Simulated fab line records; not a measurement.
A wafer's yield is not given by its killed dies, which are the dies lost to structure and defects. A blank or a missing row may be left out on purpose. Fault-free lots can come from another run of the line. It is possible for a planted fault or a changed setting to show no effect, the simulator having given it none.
Struck lot and sound lot, side by side || flow gf180mcu || 14 out of 602 route steps
Sound: wafers L131.2, L131.3, L131.4. The struck wafers were L122.1, L122.2, L122.4. Last of all comes the cause.
Per side, at each step with rows, come the tool, then ch with its chambers, and then its first start. Under that, the readings that differ: sound wafers || struck wafers || difference of the means || sigmas: that difference in standard deviations of wafers without a fault.
alike: a reading whose means differ by less than 2 such deviations, as well as words and numbers matching on both sides. not compared: withheld readings; readings where some wafer has no value; bounds like >300 that might hide an equal value; numbers whose values overlap and for which the record gives no deviation.
Wherever a step has rows on one side only, a row that says differs or no value, or a row with sigmas, the two part there. Numbers that don't overlap but have no deviation are shown without sigmas and don't part them. A reading that every wafer of one side lacks parts them only if that side has two wafers or more.

first, 1 step without rows for these wafers: GF_V4_CLEAN_20 (cleans in DIW).
GF_V4_SPUTTER_21: material Ti, target thk 15 nm, time 80.02 s.
  sound on pvd_sputter-04, day 30 14:20; struck on pvd_sputter-01, day 28 06:10
  alike: throttle_valve_pct
GF_V4_SPUTTER_22: material TiN, target thk 10 nm, time 40 s.
  sound on pvd_sputter-04, day 30 14:24; struck on pvd_sputter-01, day 28 06:14
  alike: throttle_valve_pct
then, 1 step without rows for these wafers: GF_V4_CVD_23 (deposits W, target thk 350 nm, time 104.9 s).
GF_V4_RS_MEAS_24: measurement is done with a four-point probe.
  sound on film_metro-02, day 30 14:34; struck on film_metro-04, day 28 06:23
  alike: V4_W_RS
GF_V4_THK_MEAS_25: measures by xrf.
  sound on film_metro-02, day 30 14:41; struck on film_metro-04, day 28 06:30
  alike: V4_W_THK
then, 1 step without rows for these wafers: GF_V4_CMP_26 (polishes, stops on SiO2, t overpolish 15 s, target thk 0 nm).
GF_MIM_SPUTTER_00: material Ti, target thk 37.5 nm, time 150 s.
  sound on pvd_sputter-03, day 30 15:02; struck on pvd_sputter-02, day 28 06:52
  alike: throttle_valve_pct
then, 1 step without rows for these wafers: GF_MIM_SPUTTER_01 (material TiN, target thk 30 nm, time 25 s).
GF_MIM_SPUTTER_02: material AlCu, target thk 450 nm, time 23.9 s.
  sound on pvd_sputter-03, day 30 15:10; struck on pvd_sputter-02, day 28 06:59
  alike: throttle_valve_pct
GF_MIM_SPUTTER_03: material Ti, target thk 10 nm, time 6.7 s.
  sound on pvd_sputter-03, day 30 15:13; struck on pvd_sputter-02, day 28 07:01
  alike: throttle_valve_pct
then, 1 step without rows for these wafers: GF_MIM_SPUTTER_04 (material TiN, target thk 50 nm, time 41.7 s).
GF_MIM_CVD_05: deposits Si3N4, target thk 42 nm, time 29.086 s.
  sound on pecvd-01 ch 0,1,2, day 30 15:16; struck on pecvd-01 ch 0,1, day 28 07:05
  no value came back on the struck wafers for heater_power_outer_w (W), heater_power_w (W); on the sound wafers heater_power_outer_w (W) reads 416 352 376
GF_PASSIVATION_PROBE_99:
  rows exist in the record for the sound wafers here (prober-01, day 34 07:25), none for the struck ones

## WHERE THEY PART
At GF_MIM_CVD_05 first; at GF_PASSIVATION_PROBE_99 last (within this record only).

WHY: what had been put in by the simulator
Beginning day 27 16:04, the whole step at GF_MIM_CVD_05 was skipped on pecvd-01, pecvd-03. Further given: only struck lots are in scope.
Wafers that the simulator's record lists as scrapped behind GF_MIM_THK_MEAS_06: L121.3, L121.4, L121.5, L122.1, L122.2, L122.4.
